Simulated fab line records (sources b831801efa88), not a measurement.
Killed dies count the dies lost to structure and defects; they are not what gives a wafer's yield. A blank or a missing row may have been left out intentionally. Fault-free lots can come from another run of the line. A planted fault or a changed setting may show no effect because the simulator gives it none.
fab line records	flow gf180mcu
record: lots: 12	wafers: 36	last-day: 34
route steps=602 shown NWELL@51 V1@360 V2@403 M3@410
lots untouched by any fault: they come from a run of this same line in which no faults occurred
start-h: hours from the record's opening day to when the first of the lot's shown wafers began	wait-h: hours since the lot's step before	" the same as in the row above	L1.1+2: a single row standing in for several wafers	- no value, or no start given	* or withheld: withheld	< > ~ a bound
route shown NAME@n: NAME is a module with steps in the file, n the number in the route of the first one	usual: average and standard deviation across the fault-free wafers	same: alike in all rows	chamber/n: place in a boat	sites: per-site readings	_std_site: how widely they spread, as a standard deviation	_edge_site: the outer-site mean with the inner-site mean subtracted	radius-mm: for every site, how far away it sits from the centre of the wafer	mask NAME#n: copy n	behind: the most recent tool/chamber to have shaped the wafer	hold: why the lot was held/for how many hours/how that ended	device: the transistor (n, p or np) that didn't switch	end of line: the route-end tests of the same wafers	a step with no rows: only its recipe	killed: the dies lost at the first sort to structure and to defects; this is not the yield of the wafer	map: shows each die of a wafer: x if killed, . if not, _ if none is there
set.NAME: the run value of the setting; set.NAME@STEP: its run value at that earlier step	model.NAME: the simulator's own value behind a step, which no gauge read
a sample of lots followed through the steps of the route, with each step as a table and each wafer as a row
services: a tool's chamber out of use, with start hour (start-h, from the record's first day; less than 0 if before it), hours out, and reason
== steps ==
step: GF_NWELL_IMPLANT_09
recipe: species: P	energy-kev: 160	dose-cm2: 4e+12	tilt-deg: 0
usual: dose-ions-cm2: 3.999e+12/3.8e+09	faraday-current-uA: 22.6/0.45
lot.wafer	tool	chamber	start-h	wait-h	dose-ions-cm2	faraday-current-uA
L884.2	implanter-03	0	58.06	0.1	3.996e+12	22.4
L884.3	"	0	"	"	4.003e+12	22.9
L884.5	"	0	"	"	4e+12	22.2
L886.2	implanter-03	0	66.01	0.1	4.003e+12	23.0
L886.4	"	0	"	"	4e+12	24.1
L886.5	"	0	"	"	3.998e+12	22.4
L888.2	implanter-04	0	76.67	0.1	4.005e+12	22.9
L888.3	"	0	"	"	4.001e+12	23.3
L888.6	"	0	"	"	4.001e+12	22.1
L894.3	implanter-04	0	111.03	0.1	5.382e+12	30.5
L894.4	"	0	"	"	5.383e+12	29.4
L894.6	"	0	"	"	5.378e+12	30.9
L896.1	implanter-04	0	124.48	0.1	5.376e+12	29.7
L896.3	"	0	"	"	5.375e+12	30.5
L896.4	"	0	"	"	5.377e+12	30.0
L897.2	implanter-04	0	131.38	0.1	5.387e+12	30.2
L897.5	"	0	"	"	5.382e+12	31.0
L897.6	"	0	"	"	5.379e+12	30.1
L898.2	implanter-03	0	136.96	0.1	4.001e+12	22.9
L898.3	"	0	"	"	4.002e+12	22.7
L898.6	"	0	"	"	3.999e+12	22.3
L899.2	implanter-03	0	139.73	0.1	4e+12	22.3
L899.4	"	0	"	"	3.998e+12	22.4
L899.6	"	0	"	"	4.001e+12	23.1
L900.2	implanter-03	0	146.23	0.1	4.006e+12	22.2
L900.3	"	0	"	"	4e+12	22.4
L900.4	"	0	"	"	4.007e+12	22.5
L901.1	implanter-02	0	157.30	0.1	3.998e+12	22.6
L901.2	"	0	"	"	3.994e+12	22.7
L901.4	"	0	"	"	3.997e+12	22.4
L904.2	implanter-02	0	170.53	0.1	4.009e+12	22.1
L904.5	"	0	"	"	4.004e+12	22.1
L904.6	"	0	"	"	4.005e+12	22.7
L906.3	implanter-03	0	180.84	0.1	4.007e+12	22.4
L906.4	"	0	"	"	3.995e+12	22.9
L906.5	"	0	"	"	3.998e+12	22.4
step: GF_NWELL_TW_MEAS_11
usual: NWELL_TW: 1568/7.3
lot.wafer	tool	chamber	start-h	wait-h	hold	NWELL_TW
L884.2	film-metro-02	-	58.30	0.1	-	1566
L884.3	"	-	"	"	-	1568
L884.5	"	-	"	"	-	1570
L886.2	film-metro-03	-	66.24	0.1	-	1555
L886.4	"	-	"	"	-	1553
L886.5	"	-	"	"	-	1548
L888.2	film-metro-03	-	76.90	0.1	-	1563
L888.3	"	-	"	"	-	1562
L888.6	"	-	"	"	-	1551
L894.3	film-metro-03	-	111.25	0.1	await-dispo/0.2h/release	1594
L894.4	"	-	"	"	await-dispo/0.2h/release	1597
L894.6	"	-	"	"	await-dispo/0.2h/release	1593
L894.3	film-metro-03	-	111.48	0.2	-	1589
L894.4	"	-	"	"	-	1597
L894.6	"	-	"	"	-	1584
L896.1	film-metro-03	-	124.73	0.1	-	1581
L896.3	"	-	"	"	-	1592
L896.4	"	-	"	"	-	1584
L897.2	film-metro-02	-	131.61	0.1	await-dispo/0.2h/release	1592
L897.5	"	-	"	"	await-dispo/0.2h/release	1590
L897.6	"	-	"	"	await-dispo/0.2h/release	1598
L897.2	film-metro-02	-	131.90	0.3	-	1592
L897.5	"	-	"	"	-	1591
L897.6	"	-	"	"	-	1591
L898.2	film-metro-03	-	137.19	0.1	-	1562
L898.3	"	-	"	"	-	1555
L898.6	"	-	"	"	-	1562
L899.2	film-metro-03	-	139.96	0.1	-	1561
L899.4	"	-	"	"	-	1567
L899.6	"	-	"	"	-	1562
L900.2	film-metro-01	-	146.46	0.1	-	1572
L900.3	"	-	"	"	-	1572
L900.4	"	-	"	"	-	1579
L901.1	film-metro-02	-	157.55	0.1	-	1573
L901.2	"	-	"	"	-	1575
L901.4	"	-	"	"	-	1569
L904.2	film-metro-02	-	170.78	0.1	-	1573
L904.5	"	-	"	"	-	1577
L904.6	"	-	"	"	-	1572
L906.3	film-metro-01	-	181.06	0.1	-	1589
L906.4	"	-	"	"	-	1582
L906.5	"	-	"	"	-	1579
step: GF_VT_IMPLANT_RS_MEAS_47
recipe: thk-meas-gauge: four-point-probe
usual: NWELL_RS: 487.8/1.2
lot.wafer	tool	chamber	start-h	wait-h	hold	NWELL_RS[ohm/sq]
L884.2	film-metro-02	-	159.65	0.1	-	486.6
L884.3	"	-	"	"	-	485.4
L884.5	"	-	"	"	-	485.5
L886.2	film-metro-03	-	170.44	0.1	-	489.8
L886.4	"	-	"	"	-	487.3
L886.5	"	-	"	"	-	487.9
L888.2	film-metro-03	-	185.39	0.1	-	489.1
L888.3	"	-	"	"	-	487.7
L888.6	"	-	"	"	-	488.8
L894.3	film-metro-01	-	226.15	0.1	await-dispo/0.2h/release	464.5
L894.4	"	-	"	"	await-dispo/0.2h/release	464.9
L894.6	"	-	"	"	await-dispo/0.2h/release	466.5
L894.3	film-metro-01	-	226.51	0.3	-	464.7
L894.4	"	-	"	"	-	464.9
L894.6	"	-	"	"	-	465.5
L896.1	film-metro-03	-	242.71	0.1	await-dispo/0.2h/release	463.8
L896.3	"	-	"	"	await-dispo/0.2h/release	464.9
L896.4	"	-	"	"	await-dispo/0.2h/release	463.5
L896.1	film-metro-03	-	243.07	0.3	-	463.9
L896.3	"	-	"	"	-	465.6
L896.4	"	-	"	"	-	463.9
L897.2	film-metro-03	-	249.73	0.1	await-dispo/0.2h/release	465.5
L897.5	"	-	"	"	await-dispo/0.2h/release	465.5
L897.6	"	-	"	"	await-dispo/0.2h/release	466.1
L897.2	film-metro-03	-	250.09	0.3	-	465.2
L897.5	"	-	"	"	-	465.6
L897.6	"	-	"	"	-	465.4
L898.2	film-metro-01	-	259.81	0.1	-	487.9
L898.3	"	-	"	"	-	488.2
L898.6	"	-	"	"	-	487.5
L899.2	film-metro-03	-	262.25	0.1	-	486.3
L899.4	"	-	"	"	-	487.8
L899.6	"	-	"	"	-	486.3
L900.2	film-metro-01	-	269.26	0.1	-	491.1
L900.3	"	-	"	"	-	489.2
L900.4	"	-	"	"	-	489.7
L901.1	film-metro-02	-	284.32	0.1	-	487.5
L901.2	"	-	"	"	-	487.0
L901.4	"	-	"	"	-	487.4
L904.2	film-metro-01	-	298.63	0.1	-	489.4
L904.5	"	-	"	"	-	487.7
L904.6	"	-	"	"	-	487.7
L906.3	film-metro-02	-	312.10	0.1	-	486.2
L906.4	"	-	"	"	-	486.9
L906.5	"	-	"	"	-	487.6
step: GF_V1_THK_MEAS_25
recipe: thk-meas-gauge: xrf	reads: W_of_V1_CVD_23
usual: V1_W_THK: 350/5.5
lot.wafer	tool	chamber	start-h	wait-h	V1_W_THK[nm]
L884.2	film-metro-03	-	415.42	0.1	351
L884.3	"	-	"	"	354
L884.5	"	-	"	"	343
L886.2	film-metro-03	-	437.93	0.1	344
L886.4	"	-	"	"	347
L886.5	"	-	"	"	346
L888.2	film-metro-03	-	456.37	0.1	349
L888.3	"	-	"	"	354
L888.6	"	-	"	"	352
L894.3	film-metro-04	-	513.33	0.1	351
L894.4	"	-	"	"	350
L894.6	"	-	"	"	354
L896.1	film-metro-03	-	537.66	0.1	346
L896.3	"	-	"	"	347
L896.4	"	-	"	"	342
L897.2	film-metro-02	-	546.19	0.1	341
L897.5	"	-	"	"	350
L897.6	"	-	"	"	349
L899.2	film-metro-02	-	556.66	0.1	349
L899.4	"	-	"	"	348
L899.6	"	-	"	"	347
L898.2	film-metro-04	-	558.50	0.1	346
L898.3	"	-	"	"	349
L898.6	"	-	"	"	358
L900.2	film-metro-03	-	561.50	0.1	346
L900.3	"	-	"	"	350
L900.4	"	-	"	"	352
L901.1	film-metro-02	-	578.77	0.1	349
L901.2	"	-	"	"	346
L901.4	"	-	"	"	347
L904.2	film-metro-04	-	590.80	0.1	355
L904.5	"	-	"	"	354
L904.6	"	-	"	"	349
L906.3	film-metro-04	-	607.57	0.1	362
L906.4	"	-	"	"	356
L906.5	"	-	"	"	361
step: GF_V2_SPUTTER_21
recipe: material: Ti	target-thk-nm: 15	chamber-pressure-pa: 5	power-w: 2500	substrate-temp-c: 200	time-s: 80.02
usual: substrate-temp-c: 199.98/0.16	throttle-valve-pct: 30.0/1.2
lot.wafer	tool	chamber	start-h	wait-h	substrate-temp-c	throttle-valve-pct
L884.2	pvd-sputter-02	-	466.76	0.0	200.29	28.9
L884.3	"	-	"	"	199.82	30.2
L884.5	"	-	"	"	200.14	31.4
L886.2	pvd-sputter-04	-	490.26	0.0	200.11	29.7
L886.4	"	-	"	"	199.99	30.1
L886.5	"	-	"	"	200.11	29.9
L888.2	pvd-sputter-04	-	508.05	0.0	200.10	32.8
L888.3	"	-	"	"	199.84	29.8
L888.6	"	-	"	"	199.72	29.1
L894.3	pvd-sputter-04	-	561.86	0.0	199.82	32.4
L894.4	"	-	"	"	199.83	30.0
L894.6	"	-	"	"	199.85	29.4
L896.1	pvd-sputter-02	-	583.06	0.0	199.85	30.1
L896.3	"	-	"	"	199.93	30.7
L896.4	"	-	"	"	199.87	28.8
L897.2	pvd-sputter-04	-	598.35	0.0	199.77	32.5
L897.5	"	-	"	"	200.15	29.4
L897.6	"	-	"	"	200.23	29.1
L899.2	pvd-sputter-01	-	603.81	0.0	200.12	28.8
L899.4	"	-	"	"	200.17	27.8
L899.6	"	-	"	"	200.10	28.8
L898.2	pvd-sputter-04	-	604.16	0.0	200.11	32.9
L898.3	"	-	"	"	200.31	30.0
L898.6	"	-	"	"	200.27	32.5
L900.2	pvd-sputter-04	-	605.98	0.0	200.00	29.7
L900.3	"	-	"	"	199.90	29.3
L900.4	"	-	"	"	199.99	29.5
L901.1	pvd-sputter-02	-	624.62	0.0	200.10	31.4
L901.2	"	-	"	"	200.07	30.2
L901.4	"	-	"	"	199.99	28.8
L904.2	pvd-sputter-04	-	635.58	0.0	199.72	29.4
L904.5	"	-	"	"	200.00	32.5
L904.6	"	-	"	"	200.36	29.2
L906.3	pvd-sputter-01	-	651.11	0.0	199.95	28.6
L906.4	"	-	"	"	200.11	29.3
L906.5	"	-	"	"	199.75	27.8
step: GF_M3_SPUTTER_01
recipe: material: TiN	target-thk-nm: 30	power-w: 6500	time-s: 25	chamber-pressure-pa: 0.4
usual: throttle-valve-pct: 29.9/1.2
lot.wafer	tool	chamber	start-h	wait-h	throttle-valve-pct
L884.2	pvd-sputter-01	-	467.55	0.1	29.2
L884.3	"	-	"	"	30.5
L884.5	"	-	"	"	28.6
L886.2	pvd-sputter-03	-	491.05	0.1	31.7
L886.4	"	-	"	"	30.0
L886.5	"	-	"	"	30.8
L888.2	pvd-sputter-02	-	508.84	0.1	28.7
L888.3	"	-	"	"	30.7
L888.6	"	-	"	"	31.5
L894.3	pvd-sputter-03	-	562.65	0.1	31.6
L894.4	"	-	"	"	30.3
L894.6	"	-	"	"	29.9
L896.1	pvd-sputter-01	-	583.85	0.1	29.2
L896.3	"	-	"	"	27.7
L896.4	"	-	"	"	28.8
L897.2	pvd-sputter-02	-	599.14	0.1	30.0
L897.5	"	-	"	"	31.6
L897.6	"	-	"	"	29.9
L899.2	pvd-sputter-03	-	604.60	0.1	30.3
L899.4	"	-	"	"	29.9
L899.6	"	-	"	"	30.5
L898.2	pvd-sputter-01	-	604.95	0.1	29.4
L898.3	"	-	"	"	28.1
L898.6	"	-	"	"	29.3
L900.2	pvd-sputter-03	-	606.83	0.1	31.8
L900.3	"	-	"	"	30.4
L900.4	"	-	"	"	29.5
L901.1	pvd-sputter-01	-	625.41	0.1	28.9
L901.2	"	-	"	"	27.8
L901.4	"	-	"	"	29.6
L904.2	pvd-sputter-01	-	636.37	0.1	29.5
L904.5	"	-	"	"	28.9
L904.6	"	-	"	"	30.5
L906.3	pvd-sputter-02	-	652.05	0.1	31.4
L906.4	"	-	"	"	30.8
L906.5	"	-	"	"	30.9
== services ==
tool	chamber	start-h	hours	kind
implanter-04	-	39.66	3.5	pm
pvd-sputter-02	-	55.04	1.2	repair
implanter-03	-	81.84	7.1	repair
pvd-sputter-01	-	102.61	1.7	repair
implanter-03	-	103.79	3.7	pm
implanter-03	-	108.36	6.7	repair
pvd-sputter-03	-	109.23	4.2	repair
pvd-sputter-01	-	116.72	0.6	repair
pvd-sputter-02	-	143.46	4.9	repair
pvd-sputter-04	-	163.13	3.8	repair
implanter-03	-	172.48	5.0	pm
pvd-sputter-04	-	205.16	3.9	repair
implanter-03	-	215.25	1.6	repair
implanter-03	-	226.24	8.2	repair
implanter-04	-	232.72	4.3	pm
implanter-04	-	281.43	123.6	pm
implanter-03	-	284.46	1.8	repair
pvd-sputter-04	-	286.28	1.3	repair
pvd-sputter-02	-	319.46	6.3	repair
pvd-sputter-01	-	397.90	5.5	repair
implanter-04	-	405.97	1.6	repair
pvd-sputter-01	-	412.35	1.8	repair
implanter-03	-	557.23	3.3	repair
implanter-03	-	593.16	2.4	pm
== key ==
first-sign: step: GF_NWELL_IMPLANT_09	reading: dose-ions-cm2	direction: up	sigmas: 99+	usual: 3.999e+12	struck: 5.38e+12
effect: step: GF_NWELL_IMPLANT_09	reading: faraday-current-uA	direction: up	sigmas: 17	usual: 22.6	struck: 30.3
effect: step: GF_NWELL_TW_MEAS_11	reading: visit	direction: added
effect: step: GF_VT_IMPLANT_RS_MEAS_47	reading: NWELL_RS	direction: down	sigmas: 19	usual: 487.8	struck: 465.0
met-at GF_NWELL_IMPLANT_09
struck-lots L894,L896,L897
tester-left-out L894,L896,L897
not-acting-at GF_V1_THK_MEAS_25,GF_V2_SPUTTER_21,GF_M3_SPUTTER_01
onset-between 76.67 111.03
fault: kind: process-parameter-drift	tool: implanter-04	chamber: -	onset-h: 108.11	steps: GF_NWELL_IMPLANT_09	channel: dose-cm2	offset: 1.3809e+12	shape: step	end-h: 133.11	acts-in: these-recipes-only	stated: 4e+12
tester-left-out: of these lots the tester's yield and bins aren't shown, on N5 and GAA mostly nor the transistor test; their killed dies are dies lost to structure and defects alone, not to doping, threshold or leakage, so they don't give the yield
